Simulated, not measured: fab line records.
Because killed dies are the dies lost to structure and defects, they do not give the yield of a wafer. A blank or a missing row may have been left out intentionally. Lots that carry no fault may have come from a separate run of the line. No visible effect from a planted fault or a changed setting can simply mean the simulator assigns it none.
fab line records	flow sky130
record lots=6	wafers=18	lastDay=50
route steps=708 shown LDD_P@263 LDD_HVN@267 LDD_HVP@278 LDD_LDN@289 SPACER@304 PAD_OPEN@708
lots untouched by any fault: they come from a run of this same line in which no faults occurred
startH: hours from the record's first day to the start of the lot's first wafer shown	waitH: how many hours have passed since the lot's step before this one	" as in the row above	L1.1+2: a single row standing in for several wafers	- no value present, or no start provided	* or withheld: withheld	< > ~ a bound
route shown NAME@n: names a module that has steps shown in the file, with the first one's number in the route	usual: mean/standard deviation of fault-free wafers	same: alike in all rows	chamber/n: place in a boat	sites: per-site readings	_std_site: standard deviation of those values	_edge_site: inner sites' mean taken away from outer sites' mean	radiusMm: for every site, how far away it sits from the centre of the wafer	mask NAME#n: copy n	behind: the most recent tool/chamber to have shaped the wafer	hold: reason for holding the lot/hours on hold/outcome of the hold	device: transistor that didn't switch, given as n, p or np	end of line: at the end of the route, the tests of the same wafers	a step with no rows: only its recipe	killed: not the wafer's yield, but the dies lost to structure and defects at the first sort	map: a wafer's dies, marking killed ones x, the rest . and places with no die _
set.NAME: the run value of the setting; set.NAME@STEP: its run value at that earlier step	model.NAME: the simulator's own value behind a step, which no gauge read
lots at selected steps of the route; one table per step, one row per wafer
services: from which hour (startH, from the record's first day; less than 0 if before it) a tool's chamber was out of use, for how many hours, and why
## steps
# step SKY_LDD_P_OVL_MEAS_08
# usual LDD_P_OVL=0.7/1.4
lot.wafer	tool	chamber	startH	waitH	LDD_P_OVL[nm]
L653.4	overlay-02	-	462.57	0.1	-1.8
L653.5	"	-	"	"	-1.4
L653.6	"	-	"	"	-0.5
L654.1	overlay-02	-	473.83	0.1	-0.1
L654.3	"	-	"	"	-0.6
L654.6	"	-	"	"	-1.0
L659.1	overlay-02	-	511.83	0.1	1.0
L659.2	"	-	"	"	2.1
L659.4	"	-	"	"	2.5
L667.2	overlay-02	-	575.33	0.1	0.8
L667.4	"	-	"	"	3.0
L667.6	"	-	"	"	2.6
L669.2	overlay-02	-	590.26	0.1	-0.1
L669.3	"	-	"	"	-1.4
L669.5	"	-	"	"	-2.5
L673.3	overlay-02	-	622.60	0.1	1.6
L673.4	"	-	"	"	2.5
L673.5	"	-	"	"	0.2
# step SKY_LDD_P_IMPLANT_09
# recipe species=BF2	energyKev=25	doseCm2=1e+13	tiltDeg=withheld
# step SKY_LDD_P_STRIP_10
# recipe chemistry=O2/N2	powerW=1400	pressureMtorr=1500	platenTempC=withheld	o2FlowSccm=3000	n2FlowSccm=300	overashFraction=0.5
# usual drypumpMotorCurrentA=5.35/0.28	oesProductAu=0.715/0.0046	stripTimeToEndpointS=14.17/0.038
lot.wafer	tool	chamber	startH	waitH	drypumpMotorCurrentA	oesProductAu	rfHoursCounterH	stripTimeToEndpointS
L653.4	plasmaAsher-04	1	462.77	0.1	5.39	0.713	-	14.16
L653.5	"	1	"	"	5.40	0.715	-	14.18
L653.6	"	0	"	"	5.12	0.717	-	14.18
L654.1	plasmaAsher-04	0	474.02	0.1	5.10	0.716	78	14.16
L654.3	"	1	"	"	5.38	0.720	-	14.16
L654.6	"	1	"	"	5.39	0.718	-	14.18
L659.1	plasmaAsher-04	1	512.02	0.1	5.39	0.715	82	14.08
L659.2	"	0	"	"	5.13	0.713	82	14.13
L659.4	"	0	"	"	5.09	0.712	-	14.09
L667.2	plasmaAsher-03	1	575.51	0.1	5.71	0.715	45	14.20
L667.4	"	0	"	"	5.62	0.716	-	14.23
L667.6	"	0	"	"	5.60	0.721	-	14.18
L669.2	plasmaAsher-04	0	590.44	0.1	5.10	0.709	90	14.21
L669.3	"	1	"	"	5.37	0.718	-	14.16
L669.5	"	0	"	"	5.10	0.710	-	14.15
L673.3	plasmaAsher-04	1	622.80	0.1	5.38	0.716	-	14.21
L673.4	"	0	"	"	5.09	0.718	-	14.19
L673.5	"	0	"	"	5.11	0.716	-	14.22
# step SKY_LDD_P_TW_MEAS_11
# usual LDD_P_TW=639.9/2.8
lot.wafer	tool	chamber	startH	waitH	LDD_P_TW
L653.4	filmMetro-04	-	462.87	0.1	639.9
L653.5	"	-	"	"	642.1
L653.6	"	-	"	"	644.0
L654.1	filmMetro-02	-	474.12	0.1	641.6
L654.3	"	-	"	"	640.2
L654.6	"	-	"	"	639.9
L659.1	filmMetro-01	-	512.12	0.1	638.3
L659.2	"	-	"	"	639.4
L659.4	"	-	"	"	639.8
L667.2	filmMetro-01	-	575.61	0.1	637.0
L667.4	"	-	"	"	637.7
L667.6	"	-	"	"	639.2
L669.2	filmMetro-01	-	590.55	0.1	637.5
L669.3	"	-	"	"	636.7
L669.5	"	-	"	"	637.1
L673.3	filmMetro-04	-	622.89	0.1	641.0
L673.4	"	-	"	"	641.3
L673.5	"	-	"	"	639.0
# step SKY_LDD_HVN_DEHYDRATE_00
# recipe tempC=200	timeS=60
# step SKY_LDD_HVN_HMDS_01
# recipe primeTimeS=60	primeTempC=120
# step SKY_LDD_HVN_COAT_02
# recipe resist=NOVOLAK	spinRpm=3000	resistThkNm=300
# step SKY_LDD_HVN_SOFTBAKE_03
# recipe tempC=90	timeS=60	resist=NOVOLAK
# step SKY_LDD_HVN_EXPOSE_04
# recipe maskId=HVNTM	na=0.6	sourceShape=conventional	sigmaOuter=0.6	polarization=unpolarized	targetCdNm=700	doseMj=127
# step SKY_LDD_HVN_PEB_05
# recipe tempC=withheld	timeS=*	resist=NOVOLAK
# step SKY_LDD_HVN_DEVELOP_06
# recipe resist=NOVOLAK	developer=TMAH	developTimeS=60	devTempC=23
# step SKY_LDD_HVN_OVL_MEAS_07
# usual LDD_HVN_OVL=-0.7/1.5
lot.wafer	tool	chamber	startH	waitH	LDD_HVN_OVL[nm]
L653.4	overlay-02	-	493.63	0.1	-1.9
L653.5	"	-	"	"	1.4
L653.6	"	-	"	"	-1.2
L654.1	overlay-02	-	505.35	0.1	0.3
L654.3	"	-	"	"	1.6
L654.6	"	-	"	"	-0.5
L659.1	overlay-02	-	541.66	0.1	-2.0
L659.2	"	-	"	"	-3.4
L659.4	"	-	"	"	-1.3
L667.2	overlay-02	-	605.16	0.1	2.0
L667.4	"	-	"	"	1.9
L667.6	"	-	"	"	0.8
L669.2	overlay-01	-	620.21	0.1	-0.5
L669.3	"	-	"	"	-0.7
L669.5	"	-	"	"	-2.4
L673.3	overlay-01	-	651.78	0.1	-1.3
L673.4	"	-	"	"	-0.3
L673.5	"	-	"	"	-2.5
# step SKY_LDD_HVN_IMPLANT_08
# recipe species=P	energyKev=60	doseCm2=3e+13	tiltDeg=40
# usual faradayCurrentUA=170/3.6	tiltDeg=39.997/0.024
lot.wafer	tool	chamber	startH	waitH	faradayCurrentUA	tiltDeg
L653.4	implanter-01	0	493.72	0.1	167	39.973
L653.5	"	0	"	"	166	39.969
L653.6	"	0	"	"	169	40.001
L654.1	implanter-01	0	505.39	0.0	166	39.966
L654.3	"	0	"	"	166	39.989
L654.6	"	0	"	"	167	40.022
L659.1	implanter-03	0	541.70	0.0	168	40.013
L659.2	"	0	"	"	168	39.985
L659.4	"	0	"	"	165	39.993
L667.2	implanter-03	0	605.21	0.0	169	39.975
L667.4	"	0	"	"	171	39.975
L667.6	"	0	"	"	169	39.996
L669.2	implanter-03	0	620.26	0.0	170	39.989
L669.3	"	0	"	"	163	40.035
L669.5	"	0	"	"	167	39.992
L673.3	implanter-01	0	651.85	0.1	171	39.992
L673.4	"	0	"	"	166	40.009
L673.5	"	0	"	"	174	40.006
# step SKY_LDD_HVN_STRIP_09
# recipe chemistry=O2/N2	powerW=1400	pressureMtorr=1500	platenTempC=withheld	o2FlowSccm=3000	n2FlowSccm=300	overashFraction=0.5
# usual drypumpMotorCurrentA=5.55/0.26	oesProductAu=0.409/0.0044	stripTimeToEndpointS=4.136/0.013
lot.wafer	tool	chamber	startH	waitH	drypumpMotorCurrentA	oesProductAu	rfHoursCounterH	stripTimeToEndpointS
L653.4	plasmaAsher-04	1	493.83	0.1	5.37	0.408	-	4.133
L653.5	"	1	"	"	5.37	0.409	-	4.161
L653.6	"	0	"	"	5.08	0.407	-	4.140
L654.1	plasmaAsher-02	1	505.54	0.1	5.32	0.408	7	4.144
L654.3	"	0	"	"	6.02	0.413	-	4.133
L654.6	"	1	"	"	5.32	0.410	-	4.143
L659.1	plasmaAsher-03	1	541.85	0.1	5.71	0.400	41	4.148
L659.2	"	0	"	"	5.59	0.408	41	4.157
L659.4	"	1	"	"	5.70	0.403	-	4.153
L667.2	plasmaAsher-03	1	605.34	0.1	5.72	0.416	48	4.134
L667.4	"	0	"	"	5.57	0.409	-	4.125
L667.6	"	0	"	"	5.57	0.403	-	4.139
L669.2	plasmaAsher-03	1	620.39	0.1	5.71	0.416	49	4.136
L669.3	"	0	"	"	5.58	0.413	-	4.147
L669.5	"	1	"	"	5.69	0.415	-	4.129
L673.3	plasmaAsher-02	1	651.98	0.1	5.34	0.409	-	4.132
L673.4	"	0	"	"	6.01	0.413	-	4.149
L673.5	"	1	"	"	5.42	0.407	-	4.124
# step SKY_LDD_HVN_TW_MEAS_10
# usual LDD_HVN_TW=1436/12
lot.wafer	tool	chamber	startH	waitH	LDD_HVN_TW
L653.4	filmMetro-04	-	493.93	0.1	1449
L653.5	"	-	"	"	1440
L653.6	"	-	"	"	1452
L654.1	filmMetro-01	-	505.64	0.1	1437
L654.3	"	-	"	"	1444
L654.6	"	-	"	"	1443
L659.1	filmMetro-01	-	541.95	0.1	1431
L659.2	"	-	"	"	1439
L659.4	"	-	"	"	1436
L667.2	filmMetro-04	-	605.45	0.1	1437
L667.4	"	-	"	"	1433
L667.6	"	-	"	"	1444
L669.2	filmMetro-01	-	620.50	0.1	1437
L669.3	"	-	"	"	1445
L669.5	"	-	"	"	1445
L673.3	filmMetro-03	-	652.07	0.1	1430
L673.4	"	-	"	"	1433
L673.5	"	-	"	"	1426
# step SKY_LDD_HVP_DEHYDRATE_00
# recipe tempC=200	timeS=60
# step SKY_LDD_HVP_HMDS_01
# recipe primeTimeS=60	primeTempC=120
# step SKY_LDD_HVP_COAT_02
# recipe resist=NOVOLAK	spinRpm=3000	resistThkNm=300
# step SKY_LDD_HVP_SOFTBAKE_03
# recipe tempC=90	timeS=60	resist=NOVOLAK
# step SKY_LDD_HVP_EXPOSE_04
# recipe maskId=HVPTM	na=0.6	sourceShape=conventional	sigmaOuter=0.6	polarization=unpolarized	targetCdNm=700	doseMj=86
# step SKY_LDD_HVP_PEB_05
# recipe tempC=withheld	timeS=*	resist=NOVOLAK
# step SKY_LDD_HVP_DEVELOP_06
# recipe resist=NOVOLAK	developer=TMAH	developTimeS=60	devTempC=23
# step SKY_LDD_HVP_OVL_MEAS_07
# usual LDD_HVP_OVL=0.3/1.4
lot.wafer	tool	chamber	startH	waitH	LDD_HVP_OVL[nm]
L653.4	overlay-01	-	524.77	0.1	0.1
L653.5	"	-	"	"	-0.9
L653.6	"	-	"	"	0.2
L654.1	overlay-01	-	535.58	0.1	-0.8
L654.3	"	-	"	"	-2.7
L654.6	"	-	"	"	-2.0
L659.1	overlay-01	-	571.83	0.1	-0.2
L659.2	"	-	"	"	-0.8
L659.4	"	-	"	"	-2.5
L667.2	overlay-01	-	633.85	0.1	-0.2
L667.4	"	-	"	"	1.2
L667.6	"	-	"	"	1.1
L669.2	overlay-02	-	648.56	0.1	0.5
L669.3	"	-	"	"	1.7
L669.5	"	-	"	"	3.2
L673.3	overlay-02	-	679.61	0.1	0.3
L673.4	"	-	"	"	-2.4
L673.5	"	-	"	"	-1.2
# step SKY_LDD_HVP_IMPLANT_08
# recipe species=B	energyKev=20	doseCm2=1.7e+13	tiltDeg=17.9
# step SKY_LDD_HVP_STRIP_09
# recipe chemistry=O2/N2	powerW=1400	pressureMtorr=1500	platenTempC=withheld	o2FlowSccm=3000	n2FlowSccm=300	overashFraction=0.5
# usual drypumpMotorCurrentA=5.3/0.34	oesProductAu=0.409/0.0046	stripTimeToEndpointS=4.138/0.013
lot.wafer	tool	chamber	startH	waitH	drypumpMotorCurrentA	oesProductAu	rfHoursCounterH	stripTimeToEndpointS
L653.4	plasmaAsher-01	1	524.97	0.1	4.9	0.409	-	4.125
L653.5	"	1	"	"	4.9	0.409	-	4.142
L653.6	"	0	"	"	5.4	0.412	-	4.143
L654.1	plasmaAsher-04	0	535.77	0.1	5.1	0.423	85	4.091
L654.3	"	1	"	"	5.4	0.409	-	4.120
L654.6	"	0	"	"	5.1	0.410	-	4.126
L659.1	plasmaAsher-01	1	572.02	0.1	4.9	0.402	76	4.128
L659.2	"	0	"	"	5.4	0.405	76	4.132
L659.4	"	0	"	"	5.4	0.404	-	4.140
L667.2	plasmaAsher-04	0	634.03	0.1	5.1	0.405	94	4.142
L667.4	"	0	"	"	5.1	0.405	-	4.138
L667.6	"	0	"	"	5.1	0.405	-	4.136
L669.2	plasmaAsher-01	0	648.74	0.1	5.4	0.407	83	4.150
L669.3	"	0	"	"	5.4	0.410	-	4.164
L669.5	"	0	"	"	5.5	0.406	-	4.138
L673.3	plasmaAsher-02	1	679.82	0.1	5.4	0.412	-	4.157
L673.4	"	0	"	"	6.0	0.416	-	4.141
L673.5	"	0	"	"	6.0	0.406	-	4.150
# step SKY_LDD_HVP_TW_MEAS_10
# usual LDD_HVP_TW=458/4.2
lot.wafer	tool	chamber	startH	waitH	LDD_HVP_TW
L653.4	filmMetro-01	-	525.07	0.1	460
L653.5	"	-	"	"	456
L653.6	"	-	"	"	459
L654.1	filmMetro-03	-	535.87	0.1	452
L654.3	"	-	"	"	451
L654.6	"	-	"	"	450
L659.1	filmMetro-01	-	572.12	0.1	459
L659.2	"	-	"	"	457
L659.4	"	-	"	"	458
L667.2	filmMetro-01	-	634.14	0.1	459
L667.4	"	-	"	"	460
L667.6	"	-	"	"	459
L669.2	filmMetro-02	-	648.85	0.1	460
L669.3	"	-	"	"	463
L669.5	"	-	"	"	460
L673.3	filmMetro-03	-	679.91	0.1	450
L673.4	"	-	"	"	450
L673.5	"	-	"	"	449
# step SKY_LDD_LDN_DEHYDRATE_00
# recipe tempC=200	timeS=60
# step SKY_LDD_LDN_HMDS_01
# recipe primeTimeS=60	primeTempC=120
# step SKY_LDD_LDN_COAT_02
# recipe resist=NOVOLAK	spinRpm=3000	resistThkNm=1140
# step SKY_LDD_LDN_SOFTBAKE_03
# recipe tempC=90	timeS=60	resist=NOVOLAK
# step SKY_LDD_LDN_EXPOSE_04
# recipe maskId=LDNTM	na=0.6	sourceShape=conventional	sigmaOuter=0.6	polarization=unpolarized	targetCdNm=700	doseMj=140
# step SKY_LDD_LDN_PEB_05
# recipe tempC=withheld	timeS=*	resist=NOVOLAK
# step SKY_LDD_LDN_DEVELOP_06
# recipe resist=NOVOLAK	developer=TMAH	developTimeS=60	devTempC=23
# step SKY_LDD_LDN_OVL_MEAS_07
# usual LDD_LDN_OVL=0.0/1.4
lot.wafer	tool	chamber	startH	waitH	LDD_LDN_OVL[nm]
L653.4	overlay-01	-	555.33	0.1	-1.8
L653.5	"	-	"	"	-1.3
L653.6	"	-	"	"	-2.3
L654.1	overlay-01	-	565.68	0.1	-0.4
L654.3	"	-	"	"	0.7
L654.6	"	-	"	"	0.6
L659.1	overlay-02	-	602.08	0.1	-0.7
L659.2	"	-	"	"	0.0
L659.4	"	-	"	"	-2.6
L667.2	overlay-02	-	662.54	0.1	-1.0
L667.4	"	-	"	"	-0.9
L667.6	"	-	"	"	0.3
L669.2	overlay-01	-	677.39	0.1	-0.6
L669.3	"	-	"	"	1.1
L669.5	"	-	"	"	1.3
L673.3	overlay-01	-	707.74	0.1	-0.5
L673.4	"	-	"	"	-0.2
L673.5	"	-	"	"	-0.6
# step SKY_LDD_LDN_IMPLANT_08
# recipe species=As	energyKev=15	doseCm2=1.25e+13	tiltDeg=withheld	rotationDeg=23
# step SKY_LDD_LDN_IMPLANT_09
# recipe species=As	energyKev=15	doseCm2=1.25e+13	tiltDeg=withheld	rotationDeg=113
# step SKY_LDD_LDN_IMPLANT_10
# recipe species=As	energyKev=15	doseCm2=1.25e+13	tiltDeg=withheld	rotationDeg=203
# step SKY_LDD_LDN_IMPLANT_11
# recipe species=As	energyKev=15	doseCm2=1.25e+13	tiltDeg=withheld	rotationDeg=293
# step SKY_LDD_LDN_STRIP_12
# recipe chemistry=O2/N2	powerW=1400	pressureMtorr=1500	platenTempC=withheld	o2FlowSccm=3000	n2FlowSccm=300	overashFraction=0.5
# usual drypumpMotorCurrentA=5.4/0.33	oesProductAu=0.716/0.0052	stripTimeToEndpointS=14.19/0.04
lot.wafer	tool	chamber	startH	waitH	drypumpMotorCurrentA	oesProductAu	rfHoursCounterH	stripTimeToEndpointS
L653.4	plasmaAsher-03	0	555.98	0.1	5.6	0.715	-	14.14
L653.5	"	1	"	"	5.7	0.725	-	14.18
L653.6	"	0	"	"	5.6	0.721	-	14.15
L654.1	plasmaAsher-01	0	566.32	0.1	5.5	0.719	75	14.26
L654.3	"	0	"	"	5.4	0.714	-	14.21
L654.6	"	1	"	"	4.9	0.706	-	14.30
L659.1	plasmaAsher-03	1	602.72	0.1	5.7	0.717	47	14.18
L659.2	"	0	"	"	5.6	0.707	47	14.11
L659.4	"	0	"	"	5.6	0.714	-	14.15
L667.2	plasmaAsher-01	0	663.17	0.1	5.4	0.706	85	14.20
L667.4	"	1	"	"	4.9	0.714	-	14.20
L667.6	"	1	"	"	4.9	0.731	-	14.16
L669.2	plasmaAsher-01	0	678.02	0.1	5.4	0.708	86	14.18
L669.3	"	0	"	"	5.5	0.720	-	14.21
L669.5	"	0	"	"	5.4	0.713	-	14.23
L673.3	plasmaAsher-01	0	708.40	0.1	5.4	0.720	-	14.26
L673.4	"	1	"	"	4.9	0.720	-	14.27
L673.5	"	0	"	"	5.4	0.717	-	14.23
# step SKY_LDD_LDN_TW_MEAS_13
# usual LDD_LDN_TW=1482/12
lot.wafer	tool	chamber	startH	waitH	LDD_LDN_TW
L653.4	filmMetro-03	-	556.08	0.1	1472
L653.5	"	-	"	"	1461
L653.6	"	-	"	"	1468
L654.1	filmMetro-03	-	566.42	0.1	1472
L654.3	"	-	"	"	1475
L654.6	"	-	"	"	1473
L659.1	filmMetro-02	-	602.82	0.1	1495
L659.2	"	-	"	"	1496
L659.4	"	-	"	"	1495
L667.2	filmMetro-03	-	663.28	0.1	1467
L667.4	"	-	"	"	1464
L667.6	"	-	"	"	1469
L669.2	filmMetro-04	-	678.13	0.1	1477
L669.3	"	-	"	"	1476
L669.5	"	-	"	"	1481
L673.3	filmMetro-02	-	708.49	0.1	1473
L673.4	"	-	"	"	1482
L673.5	"	-	"	"	1479
# step SKY_LDD_LDN_CLEAN_14
# recipe chemistry=SC1/SC2	mix=1:4:20	tempC=70	timeS=150	dry=n2Spin
# step SKY_SPACER_CVD_00
# recipe material=Si3N4	precursor=DCS/NH3	targetThkNm=43.1	tempC=770	timeS=740	pressureMtorr=250
# step SKY_PAD_OPEN_PROBE_99
# usual killed_at_M0_to_M3=43/6.9	killed_at_M4_up=3.1/1.8	killedAtContacts=24/5.1	killedAtFrontEnd=15/4.8	killedAtOther=0.3/0.48	killedDies=86/8.9	killedOpen=47/6.8	killedShort=39/6.3
# same grossDies=492	killedAtBackSide=0
lot.wafer	tool	chamber	startH	waitH	killed_at_M0_to_M3	killed_at_M4_up	killedAtContacts	killedAtFrontEnd	killedAtOther	killedDies	killedOpen	killedShort	model.etest.tip_n_5v.rsOhmSq
L653.4	prober-02	-	1097.16	0.2	51	2	19	14	0	86	48	38	1378
L653.5	prober-02	-	1097.21	0.2	46	5	26	12	0	89	55	34	1366
L653.6	prober-02	-	1097.26	0.2	49	7	29	10	0	95	56	39	1354
L654.1	prober-01	-	1103.09	0.1	38	1	23	20	0	82	53	29	1412
L654.3	prober-01	-	1103.19	0.2	39	4	21	11	0	75	36	39	1401
L654.6	prober-01	-	1103.34	0.2	37	4	17	21	0	79	44	35	1412
L659.1	prober-01	-	1127.28	0.1	35	4	26	14	0	79	40	38	1372
L659.2	prober-01	-	1127.33	0.1	50	2	25	13	0	90	52	37	1381
L659.4	prober-01	-	1127.43	0.2	52	2	28	6	0	88	47	41	1377
L667.2	prober-02	-	1169.10	0.1	58	4	27	13	0	102	57	45	1578
L667.4	prober-02	-	1169.20	0.2	43	5	16	15	0	79	42	37	1516
L667.6	prober-02	-	1169.30	0.2	33	3	32	27	0	95	52	43	1562
L669.2	prober-02	-	1176.32	0.1	42	4	24	12	0	82	41	41	1536
L669.3	prober-02	-	1176.37	0.2	43	1	30	8	0	82	45	36	1531
L669.5	prober-02	-	1176.47	0.2	46	3	25	7	1	82	46	35	1631
L673.3	prober-02	-	1192.12	0.2	49	2	32	19	0	102	59	43	1404
L673.4	prober-02	-	1192.17	0.2	32	3	29	13	0	77	43	34	1393
L673.5	prober-02	-	1192.22	0.2	55	2	27	12	0	96	53	43	1392
# killed by level:class
L653.4 VIA1:geometricParticle:open=17 VIA3:geometricParticle:open=8 METAL2:geometricParticle:short=7 LI_CONTACT:geometricParticle:open=6 FIELD_ISO:geometricParticle:short=4 POLY_GATE:geometricParticle:open=4 LOCAL_INTERCONNECT:geometricParticle:short=4 CONTACT:geometricParticle:open=4
L653.5 CONTACT:geometricParticle:open=11 VIA3:geometricParticle:open=10 VIA1:geometricParticle:open=8 LI_CONTACT:geometricParticle:open=7 METAL1:geometricParticle:short=7 VIA2:geometricParticle:open=6 METAL4:geometricParticle:short=4 VIA1:geometricParticle:short=4
L653.6 VIA3:geometricParticle:open=10 VIA2:geometricParticle:open=9 LI_CONTACT:geometricParticle:open=8 VIA1:geometricParticle:open=8 CONTACT:geometricParticle:short=7 CONTACT:geometricParticle:open=7 METAL2:geometricParticle:short=5 METAL4:geometricParticle:short=5
L654.1 CONTACT:geometricParticle:open=12 VIA1:geometricParticle:open=12 POLY_GATE:geometricParticle:short=7 VIA3:geometricParticle:open=7 POLY_GATE:geometricParticle:open=4 LI_CONTACT:geometricParticle:open=4 METAL1:geometricParticle:short=4 FIELD_ISO:geometricParticle:open=3
L654.3 VIA1:geometricParticle:open=9 LOCAL_INTERCONNECT:geometricParticle:short=7 LI_CONTACT:geometricParticle:open=7 METAL2:geometricParticle:short=7 METAL3:geometricParticle:short=6 CONTACT:geometricParticle:open=5 METAL1:geometricParticle:short=4 FIELD_ISO:geometricParticle:open=3
L654.6 LI_CONTACT:geometricParticle:open=9 VIA1:geometricParticle:open=6 METAL2:geometricParticle:short=6 VIA3:geometricParticle:open=6 METAL3:geometricParticle:short=5 VIA2:geometricParticle:open=5 FIELD_ISO:geometricParticle:short=4 METAL4:geometricParticle:short=4
L659.1 VIA1:geometricParticle:open=12 CONTACT:geometricParticle:open=9 METAL1:geometricParticle:short=7 FIELD_ISO:geometricParticle:open=6 LI_CONTACT:geometricParticle:short=5 LOCAL_INTERCONNECT:geometricParticle:short=4 CONTACT:geometricParticle:short=4 FIELD_ISO:geometricParticle:short=3
L659.2 VIA1:geometricParticle:open=21 LI_CONTACT:geometricParticle:open=8 VIA1:geometricParticle:short=7 VIA3:geometricParticle:open=6 CONTACT:geometricParticle:open=6 CONTACT:geometricParticle:short=6 POLY_GATE:geometricParticle:short=3 METAL1:geometricParticle:short=3
L659.4 VIA1:geometricParticle:open=13 VIA1:geometricParticle:short=9 LI_CONTACT:geometricParticle:open=8 METAL1:geometricParticle:short=7 CONTACT:geometricParticle:open=6 VIA2:geometricParticle:open=6 VIA3:geometricParticle:open=6 CONTACT:geometricParticle:short=5
L667.2 VIA1:geometricParticle:open=16 CONTACT:geometricParticle:open=9 METAL3:geometricParticle:short=8 METAL1:geometricParticle:short=7 VIA2:geometricParticle:open=7 METAL2:geometricParticle:short=6 VIA3:geometricParticle:open=5 LI_CONTACT:geometricParticle:open=5
L667.4 VIA3:geometricParticle:open=8 VIA2:geometricParticle:open=7 CONTACT:geometricParticle:open=6 LI_CONTACT:geometricParticle:open=5 VIA1:geometricParticle:open=5 POLY_GATE:geometricParticle:open=4 VIA2:geometricParticle:short=4 POLY_GATE:geometricParticle:short=4
L667.6 VIA2:geometricParticle:open=11 LI_CONTACT:geometricParticle:open=9 CONTACT:geometricParticle:short=9 POLY_GATE:geometricParticle:open=7 CONTACT:geometricParticle:open=6 FIELD_ISO:geometricParticle:open=5 POLY_GATE:geometricParticle:short=5 LOCAL_INTERCONNECT:geometricParticle:short=5
L669.2 CONTACT:geometricParticle:open=9 VIA1:geometricParticle:open=7 VIA1:geometricParticle:short=7 VIA2:geometricParticle:open=7 METAL1:geometricParticle:short=6 LI_CONTACT:geometricParticle:open=5 CONTACT:geometricParticle:short=4 VIA3:geometricParticle:short=4
L669.3 VIA1:geometricParticle:open=11 CONTACT:geometricParticle:open=10 CONTACT:geometricParticle:short=7 LI_CONTACT:geometricParticle:open=6 VIA1:geometricParticle:short=6 VIA3:geometricParticle:open=4 LI_CONTACT:geometricParticle:short=4 METAL2:geometricParticle:open=4
L669.5 CONTACT:geometricParticle:open=12 VIA1:geometricParticle:open=9 VIA1:geometricParticle:short=8 VIA2:geometricParticle:open=5 LI_CONTACT:geometricParticle:open=4 METAL3:geometricParticle:short=4 VIA3:geometricParticle:open=4 POLY_GATE:geometricParticle:open=3
L673.3 VIA1:geometricParticle:open=17 LI_CONTACT:geometricParticle:open=13 VIA3:geometricParticle:open=7 VIA1:geometricParticle:short=6 FIELD_ISO:geometricParticle:open=5 POLY_GATE:geometricParticle:short=5 LOCAL_INTERCONNECT:geometricParticle:short=5 CONTACT:geometricParticle:short=5
L673.4 CONTACT:geometricParticle:open=9 LI_CONTACT:geometricParticle:open=8 VIA2:geometricParticle:open=6 VIA3:geometricParticle:open=6 CONTACT:geometricParticle:short=5 VIA1:geometricParticle:open=5 FIELD_ISO:geometricParticle:short=4 POLY_GATE:geometricParticle:short=3
L673.5 VIA1:geometricParticle:open=15 LI_CONTACT:geometricParticle:open=9 VIA2:geometricParticle:open=8 CONTACT:geometricParticle:open=7 METAL1:geometricParticle:short=7 VIA3:geometricParticle:short=6 FIELD_ISO:geometricParticle:open=5 VIA3:geometricParticle:open=5
## services
tool	chamber	startH	hours	kind
implanter-03	-	448.23	2.5	repair
implanter-03	-	489.25	5.9	repair
implanter-03	-	539.53	0.6	repair
plasmaAsher-04	-	542.33	2.8	pm
implanter-01	-	598.18	2.0	repair
plasmaAsher-01	-	598.80	4.2	repair
plasmaAsher-01	-	629.78	0.9	repair
plasmaAsher-03	-	664.83	2.4	repair
plasmaAsher-02	-	664.91	2.8	pm
implanter-01	-	693.40	2.8	repair
plasmaAsher-01	-	705.47	2.8	pm
## key
firstSign none at tools or gauges
modelEffect step=SKY_PAD_OPEN_PROBE_99	value=etest.tip_n_5v.rsOhmSq	without=1371	struck=1559
metAt SKY_LDD_HVN_IMPLANT_08
struckWafers L667.2,L667.4,L667.6,L669.2,L669.3,L669.5
testerLeftOut L667,L669
onsetBetween 541.70 605.21
alsoFits SKY_LDD_HVN_STRIP_09:plasmaAsher-03
fault kind=processParameterDrift	tool=implanter-03	chamber=-	onsetH=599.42	steps=SKY_LDD_HVN_IMPLANT_08	channel=tiltDeg	offset=*	spreadByWafer=*	shape=step	endH=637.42	actsIn=*	stated=*
# testerLeftOut: of these lots the tester's yield and bins aren't shown, on N5 and GAA mostly nor the transistor test; their killed dies are dies lost to structure and defects alone, not to doping, threshold or leakage, so they don't give the yield
